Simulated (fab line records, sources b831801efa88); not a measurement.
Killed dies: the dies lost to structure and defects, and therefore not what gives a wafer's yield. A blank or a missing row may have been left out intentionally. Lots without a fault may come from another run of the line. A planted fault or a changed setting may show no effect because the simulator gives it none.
Which of the tools did it? -- flow gf180mcu -- 11 lots with 33 wafers sampled at 3 steps, on a route of 602 steps

WHAT EACH GAUGE READ, for each wafer
GF_V3_CD_MEAS_14: the cd target is 260 nm.
lot,measured,on,cd_nm (nm)
L227,day 22 04:29,cd_sem-02,262.1 262.3 260.8
L231,day 23 16:51,cd_sem-02,260.6 261.2 260.3
L234,day 24 21:25,cd_sem-02,242.7 242.3 241.4 242.5 242.6 241.3
L235,day 25 05:14,cd_sem-02,259.9 259.7 259.9
L236,day 25 08:51,cd_sem-01,247.7 248.8 247.2 247.5 248.7 247.2
L243,day 27 19:08,cd_sem-01,260.3 260.7 260.3
L244,day 28 04:11,cd_sem-02,258.0 259.0 258.3
L246,day 28 18:23,cd_sem-01,261.5 262.3 263.1
L248,day 29 07:06,cd_sem-02,259.8 260.7 259.7
L249,day 29 13:44,cd_sem-02,261.0 260.5 260.4
L250,day 29 19:29,cd_sem-02,258.9 259.1 259.0

WHAT TOOL EACH LOT RAN ON (gives the tool, then ch and the chambers of the sampled wafers, and finally the start)
lot,GF_V2_CMP_26,GF_V3_PEB_12
L227,"cmp-01 ch 0,3, day 20 02:46","litho_track-04 ch 0, day 22 04:08"
L231,"cmp-01 ch 1,2, day 21 16:59","litho_track-01 ch 0, day 23 16:30"
L234,"cmp-02 ch 0,1, day 22 22:23","litho_track-01 ch 0, day 24 21:05"
L235,"cmp-02 ch 1,2,3, day 23 07:14","litho_track-02 ch 0, day 25 04:53"
L236,"cmp-02 ch 0,1,2, day 23 11:37","litho_track-01 ch 0, day 25 08:30"
L243,"cmp-01 ch 1,2,3, day 26 00:40","litho_track-01 ch 0, day 27 18:49"
L244,"cmp-01 ch 1,2, day 26 10:41","litho_track-01 ch 0, day 28 03:52"
L246,"cmp-01 ch 0,1,2, day 27 00:37","litho_track-02 ch 0, day 28 18:02"
L248,"cmp-01 ch 1,2,3, day 27 14:17","litho_track-01 ch 0, day 29 06:45"
L249,"cmp-02 ch 0,1,3, day 27 21:25","litho_track-02 ch 0, day 29 13:23"
L250,"cmp-01 ch 1,3, day 28 03:24","litho_track-02 ch 0, day 29 19:08"
- GF_V2_CMP_26: polishes, stops on SiO2, t overpolish 15 s, target thk 0 nm.
- GF_V3_PEB_12: peb time 90 s.

WHAT THE TOOLS THEMSELVES READ (means of the sampled wafers that have a number; where no wafer has one, the mark that the record gives instead)
GF_V2_CMP_26.
lot,tool,motor_current_A (A),overpolish_run_s (s),time_to_endpoint_s (s)
L227,cmp-01,11.8,15.006,88
L231,cmp-01,10.6,15.006,86
L234,cmp-02,11.9,14.995,87
L235,cmp-02,12.2,15.005,83
L236,cmp-02,12.3,14.993,85
L243,cmp-01,11.9,15.007,82
L244,cmp-01,10.8,15.004,85
L246,cmp-01,10.8,15.012,85
L248,cmp-01,11.7,15.004,85
L249,cmp-02,12.2,14.999,86
L250,cmp-01,11.8,14.991,86

GF_V3_PEB_12.
lot,tool,heater_power_total_W (W),plate_temp_C (C)
L227,litho_track-04,85.69,135.01
L231,litho_track-01,85.67,134.97
L234,litho_track-01,81.75,130.20
L235,litho_track-02,85.81,135.16
L236,litho_track-01,81.75,130.47
L243,litho_track-01,85.69,134.85
L244,litho_track-01,85.68,135.02
L246,litho_track-02,85.71,135.18
L248,litho_track-01,85.72,135.19
L249,litho_track-02,85.63,134.94
L250,litho_track-02,85.60,134.69

THE ANSWER, worked out from the rows above alone
Rule: the lots themselves supply what counts as usual. Put in order of their means at a reading, lots are off if they are a third of the lots or fewer, leave a main group of 4 or more, and stand apart from it by a gap of 3 or more times the standard deviation of the main group's means; of several such gaps the widest counts. A main group whose means are all the same, to the digits that the tables above print for the reading, isn't used. A lot without any number at a reading at which 4 lots or more have one is off too. All remaining lots with rows at the step are treated as sound. After the gauges, taken in route order, come the tools' own readings; for these a lot's mean is taken, as printed above. At the first step where some lot is off, the reading lying furthest off is the one used; lots without a number count as furthest.
Off at GF_V3_CD_MEAS_14 (cd_nm): L234, L236. The main group has a mean of 260.3 nm with a standard deviation of 1.1.
A tool fits if, at a process step before that reading, it ran every lot that is off, and no sound lot after the first of them. The gauges at GF_V3_CD_MEAS_14 aren't tried: what is off there is off at GF_V3_PEB_12 too, on other tools, and a gauge's error can't cause that. None of those tried fits.

WHAT THE SIMULATOR PUT IN
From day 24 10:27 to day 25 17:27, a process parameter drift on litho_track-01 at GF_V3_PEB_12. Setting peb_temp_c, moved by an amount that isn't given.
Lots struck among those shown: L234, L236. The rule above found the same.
